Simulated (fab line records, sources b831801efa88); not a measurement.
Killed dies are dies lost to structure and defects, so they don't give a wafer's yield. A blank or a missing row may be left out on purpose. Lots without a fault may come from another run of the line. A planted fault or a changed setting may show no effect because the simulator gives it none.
A struck lot beside a sound one | flow sky130 | 15 steps out of a route of 708
Sound: wafers L302.1, L302.3, L302.5. Struck: wafer L322.6. (L322.2, L322.3 of the same lot were not struck and are left out.) The cause comes at the end.
At each step with rows: each side's tool, then ch and its chambers, then its first start. Under that, the readings that differ: sound wafers | struck wafers | difference of the means | sigmas: that difference in standard deviations of wafers without a fault.
alike: readings whose means differ by less than 2 such deviations, and words and numbers that are the same on both sides. not compared: withheld readings, readings that some wafer has no value for, bounds like >300 that may hide the same value, and numbers for which the record gives no deviation and whose values overlap.
The two part at a step that has a row with sigmas, a row that says differs or no value, or rows on one side only. Numbers that don't overlap but have no deviation are shown without sigmas and don't part them. A reading that every wafer of one side lacks parts them only if that side has two wafers or more.

SKY_CONTACT_ETCH_17: etches SiO2 in C4F8/O2/Ar, stops on Si3N4, target depth 340 nm.
  sound on rie_diel-02 ch 0,2,3, day 32 05:30; struck on rie_diel-02 ch 0, day 37 18:15
  alike: oes_product_au
then, 5 steps without rows for these wafers: SKY_CONTACT_ETCH_18 (etches Si3N4 in CHF3/O2, stops on TiN, time 39 s, target depth 75 nm); SKY_CONTACT_STRIP_19 (strips in O2/N2); SKY_CONTACT_STRIP_20 (strips in post etch residue remover, time 1200 s); SKY_CONTACT_CLEAN_21 (cleans in IPA, time 180 s); SKY_CONTACT_CLEAN_22 (cleans in O3/DIW).
SKY_CONTACT_SPUTTER_23: material TiN, target thk 20 nm, time 80 s.
  sound on pvd_sputter-02, day 32 06:11; struck on pvd_sputter-02, day 37 18:56
  alike: cathode_dc_power_W, throttle_valve_pct
SKY_CONTACT_CVD_24: deposits W, target thk 340 nm, time 102.12 s.
  sound on cvd_w-02 ch 0,1, day 32 06:14; struck on cvd_w-01 ch 1, day 37 18:59
  alike: heater_power_w
SKY_CONTACT_RS_MEAS_25: measures by four-point-probe.
  sound on film_metro-03, day 32 06:21; struck on film_metro-03, day 37 19:07
  alike: CONTACT_W_RS
SKY_CONTACT_THK_MEAS_26: measures by xrf.
  sound on film_metro-03, day 32 06:28; struck on film_metro-03, day 37 19:14
  reading            | sound       | struck | difference | sigmas
  CONTACT_W_THK (nm) | 342 351 349 | 332    | -15        | -3
SKY_CONTACT_CMP_27: polishes, stops on SiO2, t overpolish 15 s, target thk 0 nm.
  sound on cmp-01 ch 0,1,2, day 32 06:52; struck on cmp-01 ch 1, day 37 19:23
  alike: motor_current_A, overpolish_run_s, time_to_endpoint_s
then, 1 step without rows for these wafers: SKY_METAL1_SPUTTER_00 (material Ti, target thk 15 nm, time 10 s).
SKY_METAL1_SPUTTER_01: material TiN, target thk 20 nm, time 16.7 s.
  sound on pvd_sputter-04, day 32 07:05; struck on pvd_sputter-04, day 37 19:36
  reading                                    | sound                | struck | difference | sigmas
  cathode_dc_power_W (W)                     | 6500.9 6499.2 6501.0 | 8399.8 | +1899.4    | +99 or more
  model.TiN_of_METAL1_SPUTTER_01.thk_nm (nm) | 19.96 19.77 20.13    | 25.81  | +5.86      |
  alike: throttle_valve_pct
SKY_METAL1_SPUTTER_02: material AlCu, target thk 250 nm, time 13.3 s.
  sound on pvd_sputter-04, day 32 07:07; struck on pvd_sputter-04, day 37 19:38
  alike: cathode_dc_power_W, throttle_valve_pct
SKY_PAD_OPEN_PROBE_99:
  the record has rows for the sound wafers here (prober-01, day 46 04:09) and none for the struck ones

WHERE THEY PART
First at SKY_CONTACT_THK_MEAS_26; last, within this record, at SKY_PAD_OPEN_PROBE_99.

WHY: what the simulator had put in
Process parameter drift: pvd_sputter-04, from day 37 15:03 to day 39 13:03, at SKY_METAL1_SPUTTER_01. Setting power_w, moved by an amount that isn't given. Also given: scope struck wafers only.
